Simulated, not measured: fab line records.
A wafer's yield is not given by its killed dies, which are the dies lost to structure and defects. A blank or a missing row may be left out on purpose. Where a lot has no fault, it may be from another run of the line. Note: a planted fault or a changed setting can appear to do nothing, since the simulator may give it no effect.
A lot that was struck, set against a sound lot / flow sky130 / 26 steps out of a route of 708
Sound: the wafers L648.2, L648.3, L648.5. Struck: wafers L667.4, L667.5. (L667.2 of the same lot was not struck and is left out.) The cause comes at the end.
Per side, at each step with rows, come the tool, then ch with its chambers, and then its first start. Under that, the readings that differ: sound wafers / struck wafers / difference of the means / sigmas: that difference in standard deviations of wafers without a fault.
alike: a reading whose means differ by less than 2 such deviations, as well as words and numbers matching on both sides. not compared: withheld readings; readings where some wafer has no value; bounds like >300 that might hide an equal value; numbers whose values overlap and for which the record gives no deviation.
The two part at a step that has a row with sigmas, a row that says differs or no value, or rows on one side only. Non-overlapping numbers with no deviation appear without sigmas and do not part them. Lack of a reading on every wafer of one side parts them only where that side has two or more wafers.

first, 9 steps without rows for these wafers: SKY_LI_CONTACT_ETCH_14 (etches BARC in N2/H2, stops on SiO2, time 45.9 s, target depth 60 nm); SKY_LI_CONTACT_ETCH_15 (etches PSG in C4F8/O2/Ar, stops on Si, target depth 600 nm); SKY_LI_CONTACT_STRIP_16 (strips in O2/N2); SKY_LI_CONTACT_CLEAN_17 (cleans in NMP, time 600 s); SKY_LI_CONTACT_PRE_CLEAN_18 (time 5.6 s); SKY_LI_CONTACT_SPUTTER_19 (material Ti, target thk 20 nm, time 106.37 s); SKY_LI_CONTACT_SPUTTER_20 (material TiN, target thk 20 nm, time 80 s); SKY_LI_CONTACT_CVD_21 (deposits W, target thk 400 nm, time 120.56 s); SKY_LI_CONTACT_CMP_24 (polishes, stops on PSG, t overpolish 20 s, target thk 0 nm).
SKY_LOCAL_INTERCONNECT_SPUTTER_00: material TiN, target thk 100 nm, time 83.3 s.
  sound on pvdSputter-01 at day 27 18:13; struck on pvdSputter-04 at day 35 16:00
reading=model.TiN_of_LOCAL_INTERCONNECT_SPUTTER_00.thkNm (nm); sound=99.84 100.9 99.62; struck=156.3 156.3; difference=+56.2; sigmas=
  alike: cathodeDcPowerW, substrateTempC, throttleValvePct
SKY_LOCAL_INTERCONNECT_RS_MEAS_01: measures by four-point-probe.
  sound on filmMetro-01 at day 27 18:17; struck on filmMetro-01 at day 35 16:05
reading=LOCAL_INTERCONNECT_TIN_RS (ohm/sq); sound=14.21 14.04 14.22; struck=8.90 8.91; difference=-5.25; sigmas=-40
SKY_LOCAL_INTERCONNECT_THK_MEAS_02: measures by xrf.
  sound on filmMetro-01 at day 27 18:24; struck on filmMetro-01 at day 35 16:12
reading=LOCAL_INTERCONNECT_TIN_THK (nm); sound=100.1 100.7 99.3; struck=155.5 155.6; difference=+55.5; sigmas=+61
then, 9 steps without rows for these wafers: SKY_LOCAL_INTERCONNECT_DEHYDRATE_03 (time 60 s); SKY_LOCAL_INTERCONNECT_HMDS_04 (prime time 60 s); SKY_LOCAL_INTERCONNECT_COAT_05 (resist thk 60 nm); SKY_LOCAL_INTERCONNECT_COAT_06 (resist thk 450 nm); SKY_LOCAL_INTERCONNECT_SOFTBAKE_07 (time 90 s); SKY_LOCAL_INTERCONNECT_EXPOSE_08 (exposes mask LI1M, target cd 170 nm); SKY_LOCAL_INTERCONNECT_PEB_09; SKY_LOCAL_INTERCONNECT_DEVELOP_10 (develop time 60 s); SKY_LOCAL_INTERCONNECT_ETCH_13 (etches BARC in N2/H2, stops on SiO2, time 45.9 s, target depth 60 nm).
SKY_LOCAL_INTERCONNECT_METAL_ETCH_14: etches TiN in Cl2/BCl3, stops on PSG, target depth 110 nm, time 31.4 s.
  sound on rieMetal-03 ch 0,1, day 28 23:58; struck on rieMetal-04 ch 0,1, day 36 17:16
reading=oesProductAu (a.u.); sound=0.942 0.949 0.940; struck=1.006 1.009; difference=+0.064; sigmas=+10
reading=throttleValvePct (%); sound=21.893 21.896 21.892; struck=21.870 21.851; difference=-0.033; sigmas=-3
  alike: chamberPressureMTorr, drypumpMotorCurrentA
  not compared: rfHoursCounterH
then, 1 step without rows for these wafers: SKY_LOCAL_INTERCONNECT_STRIP_15 (strips in O2/N2).
SKY_LOCAL_INTERCONNECT_STRIP_16: strips in post etch residue remover, time 1200 s.
  sound on wetBench-03 ch 3, day 29 00:07; struck on wetBench-04 ch 0, day 36 17:25
reading=model.TiN_of_LOCAL_INTERCONNECT_SPUTTER_00.thkNm (nm); sound=99.42 100.5 99.2; struck=155.9 155.9; difference=+56.2; sigmas=
then, 1 step without rows for these wafers: SKY_LOCAL_INTERCONNECT_CLEAN_17 (cleans in IPA, time 180 s).
-- a jump in the record: the struck wafers' starts before and after are 14 days apart (it breaks off in module LOCAL_INTERCONNECT and resumes in module PAD_OPEN, where the first step shown is number 708 of the route) --
SKY_PAD_OPEN_PROBE_99:
  sound on prober-02 at day 44 18:47; struck on prober-02 at day 50 10:50
reading=killedAtContacts; sound=33 35 23; struck=448 424; difference=+406; sigmas=+81
reading=killedDies; sound=102 97 105; struck=492 492; difference=+391; sigmas=+44
reading=killedOnRim; sound=19 15 26; struck=96 96; difference=+76; sigmas=+22
reading=killedShort; sound=49 39 56; struck=29 42; difference=-12; sigmas=-2
  alike: killed_at_M0_to_M3, killed_at_M4_up, killedAtFrontEnd, killedAtOther, killedOpen

== WHERE THEY PART ==
Last at SKY_PAD_OPEN_PROBE_99 as far as this record goes, first at SKY_LOCAL_INTERCONNECT_RS_MEAS_01.

WHY: what had been put in by the simulator
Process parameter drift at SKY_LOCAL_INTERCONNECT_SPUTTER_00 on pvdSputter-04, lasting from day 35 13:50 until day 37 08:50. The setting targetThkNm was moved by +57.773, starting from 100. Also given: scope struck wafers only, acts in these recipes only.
